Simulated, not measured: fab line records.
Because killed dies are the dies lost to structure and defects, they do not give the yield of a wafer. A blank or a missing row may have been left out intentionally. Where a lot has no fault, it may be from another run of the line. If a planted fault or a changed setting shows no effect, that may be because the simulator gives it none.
Problem report in the 8D (eight disciplines) form, filled by code ; flow sky130 ; the parts of the form that need people (team, actions taken, sign-off) are left out

## 1. WHAT WENT WRONG
rf-fwd-power-W at SKY_METAL5_METAL_ETCH_15 reads a mean of 1042.0 W on 5 wafers of 2 lots; wafers without a fault read 897.8 W with a standard deviation of 2.6. That is +55 standard deviations from the usual mean.
The step: etches the open film in Cl2/BCl3, stops on SiO2, target depth 1260 nm, time 252 s.
The first sign was on wafer L800.1 at day 48 02:19, on rie-metal-03. The record has a number at this step for 39 wafers belonging to 13 lots. By rule, "out" or "out of limits" means more than 4 standard deviations away from the usual mean. Any other wafer with a number is counted as sound.

## 2. WHAT THIS IS AND IS NOT
question;is;is not
which readings at this step;rf-fwd-power-W;drypump-motor-current-A, oes-product-au, throttle-valve-pct
which lots;L800, L805;L784, L785, L786, L790, L792, L793, L794, L795, L799, L806, L807
which wafers of those lots;L800.1, L800.4, L800.6, L805.3, L805.6;L805.4
read on which tools;rie-metal-03;rie-metal-01, rie-metal-04
when;from day 48 02:19;"up to then (27 sound wafers); but 7 sound wafers of L805, L806, L807 came after"

## 3. WHAT RULES OUT EACH SUSPECT
Counting: any tool at a process step up to the reading remains a suspect provided it ran every lot that is out. Sound lots after the first of them don't rule it out here, since some wafers of a struck lot are sound.
- rie-metal-03 at SKY_METAL5_METAL_ETCH_15 (etches the open film in Cl2/BCl3, stops on SiO2, target depth 1260 nm, time 252 s): kept. It processed each lot that is out (first: L800, day 48 02:19); up to then, its last sound lot is L795 (day 46 14:12). Out on those wafers are its own readings of rf-fwd-power-W.
- Within rie-metal-03 at SKY_METAL5_METAL_ETCH_15, the wafers that are out were processed in chamber 1 and their sound lot-mates in chamber 0.
After counting, what remains is rie-metal-03 at SKY_METAL5_METAL_ETCH_15.

## 4. THE CAUSE (what the simulator had put in)
rie-metal-03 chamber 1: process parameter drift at SKY_METAL5_METAL_ETCH_15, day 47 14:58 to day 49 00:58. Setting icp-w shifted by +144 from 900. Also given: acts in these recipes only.
Only this tool survived the counting.

## 5. THE EFFECT CHAIN, in route order
Rows list readings where the struck wafers' mean (over those with a number) sits beyond 3 standard deviations from the usual. Scope: only readings with a usual standard deviation given in the record; hours: median across lots of the time from each lot's start at the first step in this table that gives one to its start at this step; sigmas: change in usual standard deviations.
hours;step;reading;usual;on struck wafers;change;sigmas
0;SKY_METAL5_METAL_ETCH_15;rf-fwd-power-W;897.8 W;1042.0;+144.2;+55
0;SKY_METAL5_STRIP_16;strip-time-to-endpoint-s;13.13 s;12.02;-1.11;-8.0
Process steps it contains:
- SKY_METAL5_METAL_ETCH_15: etches the open film in Cl2/BCl3, stops on SiO2, target depth 1260 nm, time 252 s.
- SKY_METAL5_STRIP_16: strips in O2/N2.

## 6. WHAT WOULD HAVE CAUGHT IT SOONER
11 hours passed between the start of the fault at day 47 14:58 and the first reading out of limits in this record, taken at day 48 02:19.
